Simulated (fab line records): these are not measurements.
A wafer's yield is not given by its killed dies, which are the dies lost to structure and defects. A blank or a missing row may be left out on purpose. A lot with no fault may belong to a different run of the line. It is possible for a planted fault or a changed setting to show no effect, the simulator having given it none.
Struck lot and sound lot, side by side | flow sky130 | 19 out of 708 route steps
Sound: these wafers, L437.2, L437.5, L437.6. The struck wafers were L442.2, L442.3, L442.6. The cause is named last.
At each step with rows: each side's tool, then ch and its chambers, then its first start. Under that, the readings that differ: sound wafers | struck wafers | difference of the means | sigmas: that difference in standard deviations of wafers without a fault.
alike: readings whose means differ by less than 2 such deviations, and words and numbers that are the same on both sides. not compared: withheld readings, readings that some wafer has no value for, bounds like >300 that may hide the same value, and numbers for which the record gives no deviation and whose values overlap.
Wherever a step has rows on one side only, a row that says differs or no value, or a row with sigmas, the two part there. Numbers that have no deviation but don't overlap get no sigmas and don't part them. Lack of a reading on every wafer of one side parts them only where that side has two or more wafers.

first, 8 steps without rows for these wafers: SKY_RES_XHIGH_DEHYDRATE_00 (time 60 s); SKY_RES_XHIGH_HMDS_01 (prime time 60 s); SKY_RES_XHIGH_COAT_02 (resist thk 1140 nm); SKY_RES_XHIGH_SOFTBAKE_03 (time 60 s); SKY_RES_XHIGH_EXPOSE_04 (exposes mask URPM, target cd 1270 nm); SKY_RES_XHIGH_PEB_05; SKY_RES_XHIGH_DEVELOP_06 (develop time 60 s); SKY_RES_XHIGH_IMPLANT_07.
SKY_RES_XHIGH_STRIP_08: strips in O2/N2.
  sound on plasmaAsher-02 ch 0,1, day 30 02:15; struck on plasmaAsher-01 ch 0,1, day 32 03:48
reading                  | sound       | struck      | difference | sigmas
drypumpMotorCurrentA (A) | 5.4 5.4 5.4 | 6.5 6.5 6.4 | +1.1       | +2
  alike: oesProductAu, stripTimeToEndpointS
  not compared: rfHoursCounterH
SKY_RES_XHIGH_TW_MEAS_09:
  sound on filmMetro-03 at day 30 02:22; struck on filmMetro-03 at day 32 03:55
  alike: RES_XHIGH_TW
then, 2 steps without rows for these wafers: SKY_SD_N_DEHYDRATE_00 (time 60 s); SKY_SD_N_HMDS_01 (prime time 60 s).
SKY_SD_N_COAT_02: resist thk 1140 nm.
  struck on lithoTrack-04, day 32 17:05; sound on lithoTrack-02 ch 0, day 30 16:31
  no value came back on the struck wafers for chillPlateTempC (C), dispensePressureKPa (kPa); on the sound wafers chillPlateTempC (C) reads 23.01 23.14 22.94
then, 4 steps without rows for these wafers: SKY_SD_N_SOFTBAKE_03 (time 60 s); SKY_SD_N_EXPOSE_04 (exposes mask NSDM, target cd 380 nm); SKY_SD_N_PEB_05; SKY_SD_N_DEVELOP_06 (develop time 60 s).
SKY_SD_N_CD_MEAS_07 targets a cd of 380 nm.
  sound on cdSem-01 at day 31 06:17; struck on cdSem-02 at day 33 07:17
reading   | sound             | struck | difference                    | sigmas
cdNm (nm) | 378.2 381.9 378.0 | - - -  | no value on the struck wafers | 
SKY_SD_N_OVL_MEAS_08:
  sound on overlay-01 at day 31 06:23; struck on overlay-02 at day 33 07:23
reading       | sound          | struck | difference                    | sigmas
SD_N_OVL (nm) | -1.0 -3.1 -0.9 | - - -  | no value on the struck wafers | 

WHERE THEY PART
Earliest at SKY_RES_XHIGH_STRIP_08; latest, in this record, at SKY_SD_N_OVL_MEAS_08.

WHY: whatever the simulator had introduced
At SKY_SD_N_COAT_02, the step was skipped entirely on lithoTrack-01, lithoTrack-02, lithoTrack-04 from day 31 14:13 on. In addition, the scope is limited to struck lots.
